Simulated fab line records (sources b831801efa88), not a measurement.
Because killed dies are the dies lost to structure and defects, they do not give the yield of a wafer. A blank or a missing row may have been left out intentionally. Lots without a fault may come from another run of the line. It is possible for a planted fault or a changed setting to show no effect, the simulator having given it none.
Struck lot and sound lot, side by side / flow gf180mcu / 30 out of 602 route steps
Sound: the wafers L326.1, L326.2, L326.4. Wafers struck: L328.4, L328.5, L328.6. The cause is named last.
For every step that has rows: the tool of each side, followed by ch and its chambers, followed by its first start. Under that, the readings that differ: sound wafers / struck wafers / difference of the means / sigmas: that difference in standard deviations of wafers without a fault.
alike: same words and numbers on both sides, and readings whose means sit less than 2 such deviations apart. not compared: any withheld reading, any reading some wafer has no value for, any bound like >300 that may hide the same value, and any number with overlapping values for which the record gives no deviation.
The two part at a step that has a row with sigmas, a row that says differs or no value, or rows on one side only. When numbers do not overlap yet have no deviation, they are printed without sigmas and do not part them. A reading that every wafer of one side lacks parts them only if that side has two wafers or more.

first, 3 steps without rows for these wafers: GF_PSD_EXPOSE_04 (exposes mask Pplus, target cd 400 nm); GF_PSD_PEB_05; GF_PSD_DEVELOP_06 (develop time 60 s).
GF_PSD_CD_MEAS_07: target cd 400 nm.
  sound on cd-sem-01 at day 19 17:39; struck on cd-sem-01 at day 20 00:31
  alike: cd-nm
GF_PSD_OVL_MEAS_08:
  sound on overlay-01 at day 19 17:46; struck on overlay-01 at day 20 00:35
  alike: PSD_OVL
after that, 1 step had no rows for these wafers: GF_PSD_IMPLANT_09.
GF_PSD_STRIP_10: strips in O2/N2.
  sound on plasma-asher-03 ch 0,1, day 19 17:58; struck on plasma-asher-03 ch 0,1, day 20 00:47
  alike: drypump-motor-current-A, heater-power-w, oes-product-au, strip-time-to-endpoint-s
  not compared: rf-hours-counter-h
GF_PSD_TW_MEAS_11:
  sound on film-metro-04 at day 19 18:04; struck on film-metro-02 at day 20 00:53
  alike: PSD_TW
then, 1 step without rows for these wafers: GF_PSD_CLEAN_12 (cleans in SC1/SC2, time 150 s).
GF_PSD_RTA_13: time 20 s.
  sound on rtp-anneal-01 ch 0, day 19 18:10; struck on rtp-anneal-02 ch 0, day 20 01:01
reading=lamp-power-pct (%); sound=33.0 33.0 33.0; struck=35.0 34.9 34.9; difference=+1.9; sigmas=+2
  alike: wafer_temp_C_max
GF_PSD_RS_MEAS_14: uses a four-point probe to measure.
  sound on film-metro-01 at day 19 18:15; struck on film-metro-04 at day 20 01:07
  alike: NSD_RS
GF_PSD_RS_MEAS_15: uses a four-point probe to measure.
  sound on film-metro-01 at day 19 18:22; struck on film-metro-04 at day 20 01:14
  alike: PSD_RS
GF_SAB_CVD_00: deposits SiO2 from TEOS, target thk 50 nm, time 4.9302 s.
  sound on pecvd-02 ch 1,2, day 19 18:29; struck on pecvd-01 ch 0,1,2, day 20 01:18
reading=model.SiO2_of_SAB_CVD_00.thk-nm (nm); sound=48.73 49.41 50.02; struck=44.46 44.86 44.66; difference=-4.73; sigmas=
  alike: heater-power-w
GF_SAB_THK_MEAS_01:
  sound on film-metro-04 at day 19 18:31; struck on film-metro-02 at day 20 01:20
reading=SAB_CVD_00_THK (nm); sound=48.8 49.4 50.0; struck=44.5 44.9 44.6; difference=-4.7; sigmas=-6
then, 7 steps without rows for these wafers: GF_SAB_DEHYDRATE_02 (time 60 s); GF_SAB_HMDS_03 (prime time 60 s); GF_SAB_COAT_04 (resist thk 1000 nm); GF_SAB_SOFTBAKE_05 (time 60 s); GF_SAB_EXPOSE_06 (exposes mask SAB, target cd 420 nm); GF_SAB_PEB_07; GF_SAB_DEVELOP_08 (develop time 60 s).
GF_SAB_CD_MEAS_09: target cd 420 nm.
  sound on cd-sem-02 at day 20 18:38; struck on cd-sem-01 at day 21 01:14
  alike: cd-nm
GF_SAB_OVL_MEAS_10:
  sound on overlay-02 at day 20 18:45; struck on overlay-02 at day 21 01:19
  alike: SAB_OVL
GF_SAB_ETCH_11: etches SiO2 in C4F8/O2/Ar, target depth 55 nm, time 8.5 s.
  sound on rie-diel-02 ch 0,2,3, day 20 18:47; struck on rie-diel-02 ch 0,2,3, day 21 01:20
  alike: oes-product-au
  not compared: rf-hours-counter-h
then, 1 step without rows for these wafers: GF_SAB_WET_ETCH_12 (etches SiO2 in dHF, target depth 22 nm, time 440 s).
GF_SAB_STRIP_13: strips in O2/N2.
  sound on plasma-asher-04 ch 0,1, day 20 18:57; struck on plasma-asher-01 ch 0,1, day 21 01:31
  alike: drypump-motor-current-A, heater-power-w, oes-product-au, strip-time-to-endpoint-s
  not compared: rf-hours-counter-h
then, 1 step without rows for these wafers: GF_SALICIDE_CLEAN_00 (cleans in SC1/SC2, time 150 s).
GF_SALICIDE_WET_ETCH_01: etches SiO2 in dHF, target depth 5 nm, time 100 s.
  sound on wet-bench-01 ch 1, day 20 19:06; struck on wet-bench-02 ch 0, day 21 01:38
reading=model.SiO2_of_SAB_CVD_00.thk-nm (nm); sound=37.92 38.62 39.28; struck=33.8 34.21 34.01; difference=-4.6; sigmas=
GF_SALICIDE_SPUTTER_02: material Co, target thk 10 nm, time 20 s.
  sound on pvd-sputter-04 at day 20 19:08; struck on pvd-sputter-02 at day 21 01:41
  alike: cathode-dc-power-W, throttle-valve-pct
GF_PASSIVATION_PROBE_99:
  the record holds rows for the sound wafers here (prober-01, day 33 08:55) but none for the struck ones

== WHERE THEY PART ==
First at GF_PSD_RTA_13; last, within this record, at GF_PASSIVATION_PROBE_99.

WHY: what had been put in by the simulator
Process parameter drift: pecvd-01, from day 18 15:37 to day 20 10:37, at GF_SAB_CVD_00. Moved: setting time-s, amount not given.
